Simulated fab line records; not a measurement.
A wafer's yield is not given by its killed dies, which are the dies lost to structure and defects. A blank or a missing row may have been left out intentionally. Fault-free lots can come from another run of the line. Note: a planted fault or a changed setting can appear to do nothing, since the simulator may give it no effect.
fab line records    flow sky130    part 1 of 2: steps 1 to 35 of 45
record lots=5  wafers=15  lastDay=49
route steps=708 shown DNWELL@37 PWDE@45 NWELL@56
lots untouched by any fault: they come from a run of this same line in which no faults occurred
startH: hours from the record's first day to the start of the lot's first wafer shown    waitH: hours since the lot's step before    " as in the row above    L1.1+2: one row covering several wafers at once    - no value present, or no start provided    * or withheld: withheld    < > ~ a bound
route shown NAME@n: a module of which the file shows steps, and the number in the route of the first    usual: mean/standard deviation taken from wafers without a fault    same: alike in all rows    chamber/n: place in a boat    sites: readings site by site    _std_site: their standard deviation    _edge_site: the outer-site mean with the inner-site mean subtracted    radiusMm: for every site, how far away it sits from the centre of the wafer    mask NAME#n: copy n    behind: the most recent tool/chamber to have shaped the wafer    hold: reason for holding the lot/hours on hold/outcome of the hold    device: whichever transistor did not switch (one of n, p or np)    end of line: tests run on the same wafers once the route is complete    a step given without rows: its recipe and nothing more    killed: at the first sort, the dies lost to defects and structure; wafer yield is something else    map: per-die view of a wafer (x killed, . not killed, _ where there is no die)
set.NAME: the setting as run; set.NAME@STEP: as run at that earlier step    model.NAME: the simulator's own value behind a step, which no gauge read
certain route steps with their lots: each step a table, each wafer a row
services: when a tool's chamber went out of use (startH, in hours from the record's first day, below 0 if earlier), for how many hours, and the reason
## steps
# step SKY_DNWELL_COAT_02
# recipe spinRpm=2000  resistThkNm=3000
lot.wafer   tool           chamber  startH  waitH
L077.2+3+6  lithoTrack-02  0        60.65   0.1
L078.1+2+4  lithoTrack-04  0        65.80   0.1
L080.3+5+6  lithoTrack-04  0        76.95   0.1
L093.1+2+6  lithoTrack-02  0        144.67  0.1
L094.1+3+6  lithoTrack-04  0        148.50  0.1
# step SKY_DNWELL_SOFTBAKE_03
# recipe tempC=110  timeS=withheld
lot.wafer   tool           chamber  startH  waitH
L077.2+3+6  lithoTrack-02  0        60.81   0.1
L078.1+2+4  lithoTrack-04  0        65.95   0.1
L080.3+5+6  lithoTrack-04  0        77.12   0.1
L093.1+2+6  lithoTrack-02  0        144.82  0.1
L094.1+3+6  lithoTrack-04  0        148.65  0.1
# step SKY_DNWELL_EXPOSE_04
# recipe maskId=DNM  na=0.57  targetCdNm=3000  doseMj=222
# usual reticleTempC=22.98/0.1
lot.wafer  tool             chamber  startH  waitH  mask   reticleTempC
L077.2     ilineStepper-01  0        -       -      DNM#0  22.78
L077.3     "                0        "       "      DNM#0  22.86
L077.6     "                0        "       "      DNM#0  22.80
L078.1     ilineStepper-02  0        -       -      DNM#0  22.92
L078.2     "                0        "       "      DNM#0  23.10
L078.4     "                0        "       "      DNM#0  22.88
L080.3     ilineStepper-01  0        -       -      DNM#0  22.96
L080.5     "                0        "       "      DNM#0  23.12
L080.6     "                0        "       "      DNM#0  23.01
L093.1     ilineStepper-02  0        -       -      DNM#0  23.11
L093.2     "                0        "       "      DNM#0  23.03
L093.6     "                0        "       "      DNM#0  22.90
L094.1     ilineStepper-01  0        -       -      DNM#0  22.88
L094.3     "                0        "       "      DNM#0  22.91
L094.6     "                0        "       "      DNM#0  22.98
# step SKY_DNWELL_PEB_05
# recipe tempC=115  timeS=withheld
lot.wafer   tool           chamber  startH  waitH
L077.2+3+6  lithoTrack-04  0        -       -
L078.1+2+4  lithoTrack-02  0        -       -
L080.3+5+6  lithoTrack-03  0        -       -
L093.1+2+6  lithoTrack-02  0        -       -
L094.1+3+6  lithoTrack-03  0        -       -
# step SKY_DNWELL_DEVELOP_06
# recipe wallAngleDeg=90  developer=TMAH  developTimeS=60  devTempC=23
lot.wafer   tool           chamber  startH  waitH
L077.2+3+6  lithoTrack-04  0        -       -
L078.1+2+4  lithoTrack-02  0        -       -
L080.3+5+6  lithoTrack-03  0        -       -
L093.1+2+6  lithoTrack-02  0        -       -
L094.1+3+6  lithoTrack-03  0        -       -
# step SKY_DNWELL_IMPLANT_07
# recipe species=P  energyKev=withheld  doseCm2=withheld  tiltDeg=withheld
lot.wafer   tool          chamber  startH  waitH
L077.2+3+6  implanter-01  0        68.77   -
L078.1+2+4  implanter-01  0        75.12   -
L080.3+5+6  implanter-03  0        85.36   -
L093.1+2+6  implanter-04  0        155.17  -
L094.1+3+6  implanter-01  0        158.81  -
# step SKY_DNWELL_STRIP_08
# recipe chemistry=O2/N2  powerW=1400  pressureMtorr=1500  platenTempC=withheld  o2FlowSccm=3000  n2FlowSccm=300  overashFraction=0.5
# usual drypumpMotorCurrentA=5.7/0.36  oesProductAu=0.722/0.0045  stripTimeToEndpointS=36.95/0.11
lot.wafer  tool            chamber  startH  waitH  drypumpMotorCurrentA  oesProductAu  rfHoursCounterH  stripTimeToEndpointS
L077.2     plasmaAsher-03  1        68.90   0.1    5.9                   0.723         39               36.94
L077.3     "               0        "       "      5.9                   0.723         -                37.15
L077.6     "               1        "       "      5.8                   0.719         -                36.88
L078.1     plasmaAsher-03  1        75.27   0.1    5.9                   0.728         40               36.93
L078.2     "               0        "       "      6.0                   0.720         40               36.90
L078.4     "               1        "       "      5.9                   0.717         -                37.00
L080.3     plasmaAsher-04  1        85.49   0.1    5.0                   0.727         -                36.91
L080.5     "               1        "       "      5.0                   0.721         -                36.97
L080.6     "               0        "       "      5.7                   0.718         -                37.03
L093.1     plasmaAsher-04  0        155.32  0.1    5.7                   0.733         48               37.08
L093.2     "               1        "       "      5.0                   0.727         48               37.05
L093.6     "               1        "       "      5.0                   0.722         -                37.16
L094.1     plasmaAsher-04  1        158.96  0.1    5.1                   0.713         49               37.00
L094.3     "               0        "       "      5.7                   0.721         -                37.17
L094.6     "               1        "       "      5.1                   0.725         -                37.06
# step SKY_DNWELL_TW_MEAS_09
# usual DNWELL_TW=1107/11
lot.wafer  tool          chamber  startH  waitH  DNWELL_TW
L077.2     filmMetro-03  -        69.01   0.1    1109
L077.3     "             -        "       "      1113
L077.6     "             -        "       "      1110
L078.1     filmMetro-02  -        75.37   0.1    1101
L078.2     "             -        "       "      1092
L078.4     "             -        "       "      1099
L080.3     filmMetro-04  -        85.58   0.1    1114
L080.5     "             -        "       "      1112
L080.6     "             -        "       "      1112
L093.1     filmMetro-02  -        155.42  0.1    1094
L093.2     "             -        "       "      1090
L093.6     "             -        "       "      1091
L094.1     filmMetro-04  -        159.06  0.1    1118
L094.3     "             -        "       "      1112
L094.6     "             -        "       "      1115
# step SKY_PWDE_DEHYDRATE_00
# recipe tempC=200  timeS=60
lot.wafer   tool           chamber  startH  waitH
L077.2+3+6  lithoTrack-02  0        77.55   8.5
L078.1+2+4  lithoTrack-01  0        83.00   7.6
L080.3+5+6  lithoTrack-01  0        93.60   8.0
L093.1+2+6  lithoTrack-01  0        165.10  9.7
L094.1+3+6  lithoTrack-01  0        168.35  9.3
# step SKY_PWDE_HMDS_01
# recipe primeTimeS=60  primeTempC=120
lot.wafer   tool           chamber  startH  waitH
L077.2+3+6  lithoTrack-02  0        77.70   0.1
L078.1+2+4  lithoTrack-01  0        83.15   0.1
L080.3+5+6  lithoTrack-01  0        93.75   0.1
L093.1+2+6  lithoTrack-01  0        165.25  0.1
L094.1+3+6  lithoTrack-01  0        168.50  0.1
# step SKY_PWDE_COAT_02
# recipe spinRpm=2000  resistThkNm=3000
lot.wafer   tool           chamber  startH  waitH
L077.2+3+6  lithoTrack-02  0        77.85   0.1
L078.1+2+4  lithoTrack-01  0        83.30   0.1
L080.3+5+6  lithoTrack-01  0        93.90   0.1
L093.1+2+6  lithoTrack-01  0        165.40  0.1
L094.1+3+6  lithoTrack-01  0        168.65  0.1
# step SKY_PWDE_SOFTBAKE_03
# recipe tempC=110  timeS=withheld
lot.wafer   tool           chamber  startH  waitH
L077.2+3+6  lithoTrack-02  0        78.01   0.1
L078.1+2+4  lithoTrack-01  0        83.45   0.1
L080.3+5+6  lithoTrack-01  0        94.07   0.1
L093.1+2+6  lithoTrack-01  0        165.55  0.1
L094.1+3+6  lithoTrack-01  0        168.80  0.1
# step SKY_PWDE_EXPOSE_04
# recipe maskId=PWDEM  na=0.6  sourceShape=conventional  sigmaOuter=0.6  polarization=unpolarized  targetCdNm=840  doseMj=214
# usual reticleTempC=22.99/0.1
# same sigmaOuter=0.6
lot.wafer  tool             chamber  startH  waitH  mask     reticleTempC
L077.2     ilineStepper-01  0        -       -      PWDEM#0  22.93
L077.3     "                0        "       "      PWDEM#0  23.06
L077.6     "                0        "       "      PWDEM#0  23.10
L078.1     ilineStepper-01  0        -       -      PWDEM#0  22.95
L078.2     "                0        "       "      PWDEM#0  22.89
L078.4     "                0        "       "      PWDEM#0  22.84
L080.3     ilineStepper-02  0        -       -      PWDEM#0  22.77
L080.5     "                0        "       "      PWDEM#0  22.88
L080.6     "                0        "       "      PWDEM#0  23.09
L093.1     ilineStepper-02  0        -       -      PWDEM#0  22.87
L093.2     "                0        "       "      PWDEM#0  22.85
L093.6     "                0        "       "      PWDEM#0  22.86
L094.1     ilineStepper-01  0        -       -      PWDEM#0  23.04
L094.3     "                0        "       "      PWDEM#0  23.15
L094.6     "                0        "       "      PWDEM#0  23.08
# step SKY_PWDE_PEB_05
# recipe tempC=115  timeS=withheld
lot.wafer   tool           chamber  startH  waitH
L077.2+3+6  lithoTrack-02  0        -       -
L078.1+2+4  lithoTrack-04  0        -       -
L080.3+5+6  lithoTrack-04  0        -       -
L093.1+2+6  lithoTrack-01  0        -       -
L094.1+3+6  lithoTrack-02  0        -       -
# step SKY_PWDE_DEVELOP_06
# recipe wallAngleDeg=90  developer=TMAH  developTimeS=60  devTempC=23
lot.wafer   tool           chamber  startH  waitH
L077.2+3+6  lithoTrack-02  0        -       -
L078.1+2+4  lithoTrack-04  0        -       -
L080.3+5+6  lithoTrack-04  0        -       -
L093.1+2+6  lithoTrack-01  0        -       -
L094.1+3+6  lithoTrack-02  0        -       -
# step SKY_PWDE_OVL_MEAS_07
# usual PWDE_OVL=0.6/1.6
lot.wafer  tool        chamber  startH  waitH  PWDE_OVL[nm]
L077.2     overlay-01  -        86.63   -      0.0
L077.3     "           -        "       "      0.9
L077.6     "           -        "       "      -1.1
L078.1     overlay-02  -        91.70   -      0.0
L078.2     "           -        "       "      -1.4
L078.4     "           -        "       "      -0.8
L080.3     overlay-02  -        102.76  -      0.1
L080.5     "           -        "       "      0.4
L080.6     "           -        "       "      -0.8
L093.1     overlay-02  -        175.80  -      -0.8
L093.2     "           -        "       "      1.0
L093.6     "           -        "       "      0.8
L094.1     overlay-01  -        179.77  -      2.9
L094.3     "           -        "       "      1.0
L094.6     "           -        "       "      1.3
# step SKY_PWDE_IMPLANT_08
# recipe species=B  energyKev=150  doseCm2=3.6e+12  tiltDeg=withheld
# usual faradayCurrentUA=20.3/0.4
lot.wafer  tool          chamber  startH  waitH  faradayCurrentUA
L077.2     implanter-02  0        86.69   0.0    20.2
L077.3     "             0        "       "      20.8
L077.6     "             0        "       "      20.2
L078.1     implanter-03  0        91.73   0.0    19.9
L078.2     "             0        "       "      20.0
L078.4     "             0        "       "      20.1
L080.3     implanter-02  0        102.83  0.1    20.0
L080.5     "             0        "       "      20.4
L080.6     "             0        "       "      19.7
L093.1     implanter-01  0        175.84  0.0    20.6
L093.2     "             0        "       "      20.5
L093.6     "             0        "       "      20.1
L094.1     implanter-03  0        179.99  0.2    20.5
L094.3     "             0        "       "      20.7
L094.6     "             0        "       "      20.3
# step SKY_PWDE_STRIP_09
# recipe chemistry=O2/N2  powerW=1400  pressureMtorr=1500  platenTempC=withheld  o2FlowSccm=3000  n2FlowSccm=300  overashFraction=0.5
# usual drypumpMotorCurrentA=5.7/0.37  oesProductAu=0.721/0.0049  stripTimeToEndpointS=37.02/0.11
lot.wafer  tool            chamber  startH  waitH  drypumpMotorCurrentA  oesProductAu  rfHoursCounterH  stripTimeToEndpointS
L077.2     plasmaAsher-04  1        86.81   0.1    5.0                   0.724         40               37.16
L077.3     "               1        "       "      5.1                   0.718         -                37.07
L077.6     "               0        "       "      5.7                   0.724         -                37.09
L078.1     plasmaAsher-04  0        91.88   0.1    5.7                   0.721         41               37.09
L078.2     "               1        "       "      5.0                   0.728         41               37.05
L078.4     "               0        "       "      5.7                   0.719         -                37.04
L080.3     plasmaAsher-02  0        102.97  0.1    6.1                   0.721         -                36.88
L080.5     "               0        "       "      6.1                   0.716         -                36.90
L080.6     "               1        "       "      5.7                   0.715         -                36.92
L093.1     plasmaAsher-02  1        175.99  0.1    5.7                   0.729         33               36.90
L093.2     "               0        "       "      6.1                   0.725         33               36.72
L093.6     "               1        "       "      5.7                   0.731         -                36.90
L094.1     plasmaAsher-02  0        180.14  0.1    6.0                   0.721         33               36.87
L094.3     "               1        "       "      5.7                   0.727         -                36.91
L094.6     "               1        "       "      5.7                   0.717         -                36.80
# step SKY_PWDE_TW_MEAS_10
# usual PWDE_TW=373/3.7
lot.wafer  tool          chamber  startH  waitH  PWDE_TW
L077.2     filmMetro-04  -        86.92   0.1    373
L077.3     "             -        "       "      373
L077.6     "             -        "       "      375
L078.1     filmMetro-03  -        91.98   0.1    374
L078.2     "             -        "       "      376
L078.4     "             -        "       "      375
L080.3     filmMetro-02  -        103.05  0.1    370
L080.5     "             -        "       "      371
L080.6     "             -        "       "      368
L093.1     filmMetro-04  -        176.09  0.1    376
L093.2     "             -        "       "      375
L093.6     "             -        "       "      376
L094.1     filmMetro-04  -        180.24  0.1    374
L094.3     "             -        "       "      374
L094.6     "             -        "       "      373
# step SKY_NWELL_DEHYDRATE_03
# recipe tempC=200  timeS=60
lot.wafer   tool           chamber  startH  waitH
L077.2+3+6  lithoTrack-03  0        94.83   7.9
L078.1+2+4  lithoTrack-04  0        100.15  8.2
L080.3+5+6  lithoTrack-01  0        112.00  8.9
L093.1+2+6  lithoTrack-01  0        185.70  9.6
L094.1+3+6  lithoTrack-01  0        190.20  9.9
# step SKY_NWELL_HMDS_04
# recipe primeTimeS=60  primeTempC=120
lot.wafer   tool           chamber  startH  waitH
L077.2+3+6  lithoTrack-03  0        94.98   0.1
L078.1+2+4  lithoTrack-04  0        100.30  0.1
L080.3+5+6  lithoTrack-01  0        112.15  0.1
L093.1+2+6  lithoTrack-01  0        185.85  0.1
L094.1+3+6  lithoTrack-01  0        190.35  0.1
# step SKY_NWELL_COAT_05
# recipe spinRpm=2000  resistThkNm=3000
lot.wafer   tool           chamber  startH  waitH
L077.2+3+6  lithoTrack-03  0        95.13   0.1
L078.1+2+4  lithoTrack-04  0        100.45  0.1
L080.3+5+6  lithoTrack-01  0        112.30  0.1
L093.1+2+6  lithoTrack-01  0        186.00  0.1
L094.1+3+6  lithoTrack-01  0        190.50  0.1
# step SKY_NWELL_SOFTBAKE_06
# recipe tempC=110  timeS=withheld
lot.wafer   tool           chamber  startH  waitH
L077.2+3+6  lithoTrack-03  0        95.29   0.1
L078.1+2+4  lithoTrack-04  0        100.60  0.1
L080.3+5+6  lithoTrack-01  0        112.47  0.1
L093.1+2+6  lithoTrack-01  0        186.15  0.1
L094.1+3+6  lithoTrack-01  0        190.65  0.1
# step SKY_NWELL_EXPOSE_07
# recipe maskId=NWM  na=0.6  sourceShape=conventional  sigmaOuter=0.6  polarization=unpolarized  targetCdNm=840  doseMj=255
# usual reticleTempC=23.02/0.11
# same sigmaOuter=0.6
lot.wafer  tool             chamber  startH  waitH  mask   reticleTempC
L077.2     ilineStepper-01  0        -       -      NWM#0  23.00
L077.3     "                0        "       "      NWM#0  23.07
L077.6     "                0        "       "      NWM#0  23.20
L078.1     ilineStepper-01  0        -       -      NWM#0  23.13
L078.2     "                0        "       "      NWM#0  23.15
L078.4     "                0        "       "      NWM#0  22.96
L080.3     ilineStepper-02  0        -       -      NWM#0  22.83
L080.5     "                0        "       "      NWM#0  23.08
L080.6     "                0        "       "      NWM#0  23.13
L093.1     ilineStepper-01  0        -       -      NWM#0  22.89
L093.2     "                0        "       "      NWM#0  22.97
L093.6     "                0        "       "      NWM#0  22.84
L094.1     ilineStepper-02  0        -       -      NWM#0  22.88
L094.3     "                0        "       "      NWM#0  22.83
L094.6     "                0        "       "      NWM#0  23.09
# step SKY_NWELL_PEB_08
# recipe tempC=115  timeS=withheld
lot.wafer   tool           chamber  startH  waitH
L077.2+3+6  lithoTrack-03  0        -       -
L078.1+2+4  lithoTrack-03  0        -       -
L080.3+5+6  lithoTrack-01  0        -       -
L093.1+2+6  lithoTrack-01  0        -       -
L094.1+3+6  lithoTrack-04  0        -       -
# step SKY_NWELL_DEVELOP_09
# recipe wallAngleDeg=90  developer=TMAH  developTimeS=60  devTempC=23
lot.wafer   tool           chamber  startH  waitH
L077.2+3+6  lithoTrack-03  0        -       -
L078.1+2+4  lithoTrack-03  0        -       -
L080.3+5+6  lithoTrack-01  0        -       -
L093.1+2+6  lithoTrack-01  0        -       -
L094.1+3+6  lithoTrack-04  0        -       -
# step SKY_NWELL_OVL_MEAS_10
# usual NWELL_00_OVL=1.6/1.8
lot.wafer  tool        chamber  startH  waitH  NWELL_00_OVL[nm]
L077.2     overlay-01  -        104.01  -      1.1
L077.3     "           -        "       "      3.8
L077.6     "           -        "       "      1.8
L078.1     overlay-01  -        109.01  -      3.7
L078.2     "           -        "       "      1.0
L078.4     "           -        "       "      1.1
L080.3     overlay-01  -        121.81  -      4.1
L080.5     "           -        "       "      3.2
L080.6     "           -        "       "      3.5
L093.1     overlay-01  -        197.25  -      1.7
L093.2     "           -        "       "      2.6
L093.6     "           -        "       "      3.5
L094.1     overlay-02  -        201.75  -      0.5
L094.3     "           -        "       "      -0.8
L094.6     "           -        "       "      0.9
# step SKY_NWELL_IMPLANT_11
# recipe species=P  energyKev=400  doseCm2=1.9e+13  tiltDeg=withheld
# usual faradayCurrentUA=107.2/2
lot.wafer  tool          chamber  startH  waitH  faradayCurrentUA
L077.2     implanter-04  0        104.07  0.0    105.6
L077.3     "             0        "       "      106.4
L077.6     "             0        "       "      106.4
L078.1     implanter-02  0        109.04  0.0    104.8
L078.2     "             0        "       "      105.7
L078.4     "             0        "       "      105.5
L080.3     implanter-03  0        121.89  0.1    107.0
L080.5     "             0        "       "      105.0
L080.6     "             0        "       "      108.2
L093.1     implanter-02  0        197.36  0.1    107.7
L093.2     "             0        "       "      107.4
L093.6     "             0        "       "      108.3
L094.1     implanter-04  0        201.78  0.0    109.7
L094.3     "             0        "       "      106.0
L094.6     "             0        "       "      103.6
# step SKY_NWELL_IMPLANT_12
# recipe species=P  energyKev=120  doseCm2=1.3e+12  tiltDeg=withheld
# usual faradayCurrentUA=7.30/0.15
lot.wafer  tool          chamber  startH  waitH  faradayCurrentUA
L077.2     implanter-04  0        104.22  0.1    7.25
L077.3     "             0        "       "      7.38
L077.6     "             0        "       "      7.32
L078.1     implanter-02  0        109.19  0.1    7.45
L078.2     "             0        "       "      7.52
L078.4     "             0        "       "      7.51
L080.3     implanter-03  0        122.04  0.1    7.48
L080.5     "             0        "       "      7.15
L080.6     "             0        "       "      7.35
L093.1     implanter-02  0        197.51  0.1    7.30
L093.2     "             0        "       "      7.22
L093.6     "             0        "       "      7.40
L094.1     implanter-04  0        201.93  0.1    7.37
L094.3     "             0        "       "      7.19
L094.6     "             0        "       "      7.15
# step SKY_NWELL_IMPLANT_13
# recipe species=P  energyKev=50  doseCm2=7e+11  tiltDeg=withheld
# usual faradayCurrentUA=3.94/0.075
lot.wafer  tool          chamber  startH  waitH  faradayCurrentUA
L077.2     implanter-04  0        104.37  0.1    3.97
L077.3     "             0        "       "      4.01
L077.6     "             0        "       "      3.92
L078.1     implanter-02  0        109.34  0.1    3.96
L078.2     "             0        "       "      3.87
L078.4     "             0        "       "      4.01
L080.3     implanter-03  0        122.19  0.1    4.04
L080.5     "             0        "       "      4.02
L080.6     "             0        "       "      3.96
L093.1     implanter-02  0        197.66  0.1    3.99
L093.2     "             0        "       "      3.86
L093.6     "             0        "       "      4.13
L094.1     implanter-04  0        202.08  0.1    4.00
L094.3     "             0        "       "      3.90
L094.6     "             0        "       "      3.88
# step SKY_NWELL_STRIP_14
# recipe chemistry=O2/N2  powerW=1400  pressureMtorr=1500  platenTempC=withheld  o2FlowSccm=3000  n2FlowSccm=300  overashFraction=0.5
# usual drypumpMotorCurrentA=5.7/0.31  oesProductAu=0.722/0.0044  stripTimeToEndpointS=36.95/0.11
lot.wafer  tool            chamber  startH  waitH  drypumpMotorCurrentA  oesProductAu  rfHoursCounterH  stripTimeToEndpointS
L077.2     plasmaAsher-02  1        104.49  0.1    5.7                   0.726         27               36.93
L077.3     "               1        "       "      5.7                   0.717         -                37.07
L077.6     "               1        "       "      5.7                   0.718         -                36.94
L078.1     plasmaAsher-04  0        109.49  0.1    5.7                   0.724         43               36.88
L078.2     "               1        "       "      5.0                   0.719         43               36.78
L078.4     "               1        "       "      5.1                   0.715         -                36.86
L080.3     plasmaAsher-01  0        122.32  0.1    5.9                   0.718         -                36.88
L080.5     "               1        "       "      5.8                   0.726         -                36.85
L080.6     "               0        "       "      5.9                   0.721         -                36.85
L093.1     plasmaAsher-02  1        197.81  0.1    5.7                   0.723         35               36.81
L093.2     "               0        "       "      6.0                   0.725         35               36.71
L093.6     "               0        "       "      6.0                   0.717         -                36.71
L094.1     plasmaAsher-02  0        202.23  0.1    6.0                   0.724         35               36.95
L094.3     "               1        "       "      5.7                   0.722         -                36.97
L094.6     "               1        "       "      5.7                   0.714         -                37.00
# step SKY_NWELL_TW_MEAS_15
# usual NWELL_TW=1816/17
lot.wafer  tool          chamber  startH  waitH  NWELL_TW
L077.2     filmMetro-02  -        104.60  0.1    1790
L077.3     "             -        "       "      1797
L077.6     "             -        "       "      1797
L078.1     filmMetro-04  -        109.59  0.1    1825
L078.2     "             -        "       "      1822
L078.4     "             -        "       "      1823
L080.3     filmMetro-02  -        122.41  0.1    1786
L080.5     "             -        "       "      1779
L080.6     "             -        "       "      1781
L093.1     filmMetro-04  -        197.91  0.1    1827
L093.2     "             -        "       "      1832
L093.6     "             -        "       "      1820
L094.1     filmMetro-04  -        202.33  0.1    1831
L094.3     "             -        "       "      1828
L094.6     "             -        "       "      1844
# step SKY_NWELL_DEHYDRATE_16
# recipe tempC=200  timeS=60
lot.wafer   tool           chamber  startH  waitH
L077.2+3+6  lithoTrack-04  0        113.37  8.8
L078.1+2+4  lithoTrack-03  0        118.36  8.8
L080.3+5+6  lithoTrack-01  0        131.75  9.3
L093.1+2+6  lithoTrack-01  0        207.35  9.4
L094.1+3+6  lithoTrack-04  0        212.55  10.2
# step SKY_NWELL_HMDS_17
# recipe primeTimeS=60  primeTempC=120
lot.wafer   tool           chamber  startH  waitH
L077.2+3+6  lithoTrack-04  0        113.52  0.1
L078.1+2+4  lithoTrack-03  0        118.51  0.1
L080.3+5+6  lithoTrack-01  0        131.90  0.1
L093.1+2+6  lithoTrack-01  0        207.50  0.1
L094.1+3+6  lithoTrack-04  0        212.70  0.1
# step SKY_NWELL_COAT_18
# recipe spinRpm=2000  resistThkNm=3000
lot.wafer   tool           chamber  startH  waitH
L077.2+3+6  lithoTrack-04  0        113.67  0.1
L078.1+2+4  lithoTrack-03  0        118.66  0.1
L080.3+5+6  lithoTrack-01  0        132.05  0.1
L093.1+2+6  lithoTrack-01  0        207.65  0.1
L094.1+3+6  lithoTrack-04  0        212.85  0.1
